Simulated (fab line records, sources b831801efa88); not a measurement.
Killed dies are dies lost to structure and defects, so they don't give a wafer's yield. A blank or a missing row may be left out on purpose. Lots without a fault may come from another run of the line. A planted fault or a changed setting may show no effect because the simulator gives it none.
Which tool did it? | flow gf180mcu | 11 lots, 33 wafers sampled, at 7 steps of a route of 602

WHAT THE GAUGES READ, wafer by wafer
GF_NSD_CD_MEAS_07: target cd 400 nm. Usual: cd_nm 399.5 nm, standard deviation 2.3.
lot  | measured     | on        | cd_nm (nm)        | flag
L844 | day 14 19:31 | cd_sem-02 | 400.3 398.5 399.1 |
L846 | day 15 12:56 | cd_sem-01 | 396.1 395.7 398.5 |
L847 | day 16 09:02 | cd_sem-02 | 401.3 401.5 401.0 |
L849 | day 16 16:53 | cd_sem-02 | 398.1 399.4 397.8 |
L850 | day 17 01:18 | cd_sem-02 | 398.3 400.6 397.3 |
L853 | day 18 03:59 | cd_sem-01 | 402.0 399.1 401.4 |
L854 | day 18 14:24 | cd_sem-01 | 399.3 399.2 399.4 |
L859 | day 20 07:32 | cd_sem-01 | 402.4 402.2 402.6 |
L860 | day 20 13:16 | cd_sem-01 | 399.9 399.5 398.6 |
L862 | day 21 04:24 | cd_sem-01 | 399.0 395.7 394.4 |
L863 | day 21 10:39 | cd_sem-02 | 399.3 399.6 397.2 |

GF_NSD_TW_MEAS_12. Usual: NSD_TW 4251, standard deviation 28.
lot  | measured     | on            | NSD_TW         | flag
L844 | day 14 20:04 | film_metro-02 | 4226 4214 4250 |
L846 | day 15 13:29 | film_metro-02 | 4237 4247 4247 |
L847 | day 16 09:35 | film_metro-03 | 4255 4254 4245 |
L849 | day 16 17:25 | film_metro-03 | 4262 4242 4251 |
L850 | day 17 01:49 | film_metro-02 | 4242 4246 4207 |
L853 | day 18 04:32 | film_metro-03 | 4048 4060 4046 | OFF
L854 | day 18 14:56 | film_metro-02 | 4040 4012 4047 | OFF
L859 | day 20 08:04 | film_metro-03 | 4263 4252 4274 |
L860 | day 20 13:49 | film_metro-03 | 4265 4281 4284 |
L862 | day 21 04:56 | film_metro-02 | 4237 4241 4241 |
L863 | day 21 11:11 | film_metro-03 | 4271 4305 4316 |

GF_PSD_RS_MEAS_14: measures by four-point-probe. Usual: NSD_RS 46.18 ohm/sq, standard deviation 0.088.
lot  | measured     | on            | NSD_RS (ohm/sq)   | flag
L844 | day 15 18:49 | film_metro-03 | 46.09 46.08 46.16 |
L846 | day 16 12:29 | film_metro-02 | 46.25 46.27 46.12 |
L847 | day 17 08:56 | film_metro-04 | 46.24 46.20 46.25 |
L849 | day 17 17:23 | film_metro-02 | 46.20 46.13 46.10 |
L850 | day 18 01:29 | film_metro-03 | 46.05 46.18 46.13 |
L853 | day 19 05:14 | film_metro-04 | 49.84 49.96 49.97 | OFF
L854 | day 19 16:00 | film_metro-02 | 50.02 49.80 49.85 | OFF
L859 | day 21 07:44 | film_metro-03 | 46.04 46.14 46.07 |
L860 | day 21 14:44 | film_metro-03 | 46.01 46.08 46.11 |
L862 | day 22 05:35 | film_metro-04 | 46.22 46.24 46.22 |
L863 | day 22 11:08 | film_metro-04 | 46.21 46.14 46.17 |

GF_PSD_RS_MEAS_15: measures by four-point-probe. Usual: PSD_RS 108.66 ohm/sq, standard deviation 0.29.
lot  | measured     | on            | PSD_RS (ohm/sq)      | flag
L844 | day 15 18:56 | film_metro-03 | 108.43 108.18 108.43 |
L846 | day 16 12:36 | film_metro-02 | 109.18 108.78 108.66 |
L847 | day 17 09:04 | film_metro-04 | 108.51 108.83 109.13 |
L849 | day 17 17:31 | film_metro-02 | 108.63 108.81 108.23 |
L850 | day 18 01:37 | film_metro-03 | 108.69 108.84 108.51 |
L853 | day 19 05:21 | film_metro-04 | 108.77 108.51 108.92 |
L854 | day 19 16:07 | film_metro-02 | 108.84 108.90 108.62 |
L859 | day 21 07:52 | film_metro-03 | 108.29 108.08 108.10 |
L860 | day 21 14:51 | film_metro-03 | 108.24 108.16 108.14 |
L862 | day 22 05:43 | film_metro-04 | 108.76 108.84 108.77 |
L863 | day 22 11:16 | film_metro-04 | 108.49 108.52 109.03 |

WHICH TOOL RAN EACH LOT (tool, then ch and the chambers of the sampled wafers, then the start)
lot  | GF_NSD_IMPLANT_09               | GF_NSD_STRIP_11                      | GF_PSD_RTA_13
L844 | implanter-04 ch 0, day 14 19:40 | plasma_asher-04 ch 0,1, day 14 19:58 | rtp_anneal-02 ch 0, day 15 18:44
L846 | implanter-04 ch 0, day 15 13:05 | plasma_asher-03 ch 0,1, day 15 13:23 | rtp_anneal-01 ch 0, day 16 12:24
L847 | implanter-01 ch 0, day 16 09:11 | plasma_asher-04 ch 0,1, day 16 09:29 | rtp_anneal-01 ch 0, day 17 08:51
L849 | implanter-01 ch 0, day 16 17:04 | plasma_asher-04 ch 0,1, day 16 17:19 | rtp_anneal-02 ch 0, day 17 17:17
L850 | implanter-04 ch 0, day 17 01:28 | plasma_asher-03 ch 0,1, day 17 01:44 | rtp_anneal-02 ch 0, day 18 01:23
L853 | implanter-04 ch 0, day 18 04:08 | plasma_asher-01 ch 0,1, day 18 04:26 | rtp_anneal-02 ch 0, day 19 05:08
L854 | implanter-04 ch 0, day 18 14:34 | plasma_asher-04 ch 1, day 18 14:50   | rtp_anneal-02 ch 0, day 19 15:55
L859 | implanter-01 ch 0, day 20 07:43 | plasma_asher-03 ch 0,1, day 20 07:58 | rtp_anneal-01 ch 0, day 21 07:38
L860 | implanter-01 ch 0, day 20 13:25 | plasma_asher-01 ch 0,1, day 20 13:43 | rtp_anneal-02 ch 0, day 21 14:38
L862 | implanter-02 ch 0, day 21 04:34 | plasma_asher-01 ch 0, day 21 04:50   | rtp_anneal-01 ch 0, day 22 05:30
L863 | implanter-04 ch 0, day 21 10:49 | plasma_asher-03 ch 1, day 21 11:05   | rtp_anneal-01 ch 0, day 22 11:03
- GF_NSD_IMPLANT_09
- GF_NSD_STRIP_11: strips in O2/N2.
- GF_PSD_RTA_13: time 20 s.

WHAT THE TOOLS THEMSELVES READ (means of the sampled wafers that have a number; where no wafer has one, the mark that the record gives instead)
GF_NSD_IMPLANT_09. Usual: beam_energy_keV 59.997, standard deviation 0.019.
lot  | tool         | beam_energy_keV | flag
L844 | implanter-04 | 59.983          |
L846 | implanter-04 | 59.993          |
L847 | implanter-01 | 59.999          |
L849 | implanter-01 | 59.997          |
L850 | implanter-04 | 59.989          |
L853 | implanter-04 | 47.058          | OFF
L854 | implanter-04 | 47.047          | OFF
L859 | implanter-01 | 59.998          |
L860 | implanter-01 | 60.022          |
L862 | implanter-02 | 60.010          |
L863 | implanter-04 | 59.999          |

GF_NSD_STRIP_11. Usual: drypump_motor_current_A 5.7 A, standard deviation 0.59; heater_power_w 341 W, standard deviation 37; n2_flow_sccm 300.0 sccm, standard deviation 1; oes_product_au 0.487 a.u., standard deviation 0.0048; strip_time_to_endpoint_s 22.96 s, standard deviation 0.041.
lot  | tool            | drypump_motor_current_A (A) | heater_power_w (W) | n2_flow_sccm (sccm) | oes_product_au (a.u.) | strip_time_to_endpoint_s (s) | flag
L844 | plasma_asher-04 | 5.2                         | 302                | 299.9               | 0.482                 | 22.96                        |
L846 | plasma_asher-03 | 6.4                         | 354                | 299.4               | 0.490                 | 23.00                        |
L847 | plasma_asher-04 | 5.2                         | 300                | 299.7               | 0.486                 | 23.00                        |
L849 | plasma_asher-04 | 5.2                         | 299                | 298.7               | 0.486                 | 22.96                        |
L850 | plasma_asher-03 | 6.3                         | 352                | 300.2               | 0.484                 | 23.02                        |
L853 | plasma_asher-01 | 5.8                         | 377                | 300.8               | 0.511                 | 21.29                        | OFF
L854 | plasma_asher-04 | 4.9                         | 325                | 301.2               | 0.513                 | 21.29                        | OFF
L859 | plasma_asher-03 | 6.4                         | 363                | 300.0               | 0.487                 | 22.95                        |
L860 | plasma_asher-01 | 5.8                         | 379                | 300.4               | 0.488                 | 22.95                        |
L862 | plasma_asher-01 | 5.5                         | 381                | 300.2               | 0.487                 | 22.96                        |
L863 | plasma_asher-03 | 6.3                         | 331                | 298.8               | 0.490                 | 22.99                        |

GF_PSD_RTA_13. Usual: anneal_temp_c_max 1031.7, standard deviation 1.4; lamp_power_pct 32.0 %, standard deviation 2.7; wafer_temp_C_max 1030.2, standard deviation 1.6.
lot  | tool          | anneal_temp_c_max | lamp_power_pct (%) | wafer_temp_C_max | flag
L844 | rtp_anneal-02 | 1031.4            | 29.1               | 1031.3           |
L846 | rtp_anneal-01 | 1031.9            | 34.4               | 1029.1           |
L847 | rtp_anneal-01 | 1031.4            | 34.4               | 1029.8           |
L849 | rtp_anneal-02 | 1030.6            | 29.1               | 1033.2           |
L850 | rtp_anneal-02 | 1030.7            | 29.1               | 1032.0           |
L853 | rtp_anneal-02 | 1030.1            | 29.1               | 1032.2           |
L854 | rtp_anneal-02 | 1031.6            | 29.1               | 1030.6           |
L859 | rtp_anneal-01 | 1032.7            | 34.4               | 1028.2           |
L860 | rtp_anneal-02 | 1031.3            | 29.0               | 1030.5           |
L862 | rtp_anneal-01 | 1032.9            | 34.4               | 1028.5           |
L863 | rtp_anneal-01 | 1032.1            | 34.4               | 1028.9           |

THE ANSWER, worked out from the rows above alone
Rule: a lot is off if the mean of its wafers that have a number lies more than 3 standard deviations from the usual mean. A lot without any number at a reading at which 4 lots or more have one is off too. The other lots that the step has rows for count as sound. The gauges are gone through in route order, then the tools' own readings, and for those a lot's mean is taken as printed above. The first step at which some lot is off is used, and at that step the reading that is off furthest; a lot without a number counts as furthest.
Off: L853, L854, at GF_NSD_TW_MEAS_12 (NSD_TW).
A tool fits if, at a process step before that reading, it ran every lot that is off, and no sound lot after the first of them. The gauges at GF_NSD_TW_MEAS_12 aren't tried: what is off there is off at GF_NSD_IMPLANT_09 too, on other tools, and a gauge's error can't cause that. None of those tried fits.

WHAT THE SIMULATOR HAD PUT IN
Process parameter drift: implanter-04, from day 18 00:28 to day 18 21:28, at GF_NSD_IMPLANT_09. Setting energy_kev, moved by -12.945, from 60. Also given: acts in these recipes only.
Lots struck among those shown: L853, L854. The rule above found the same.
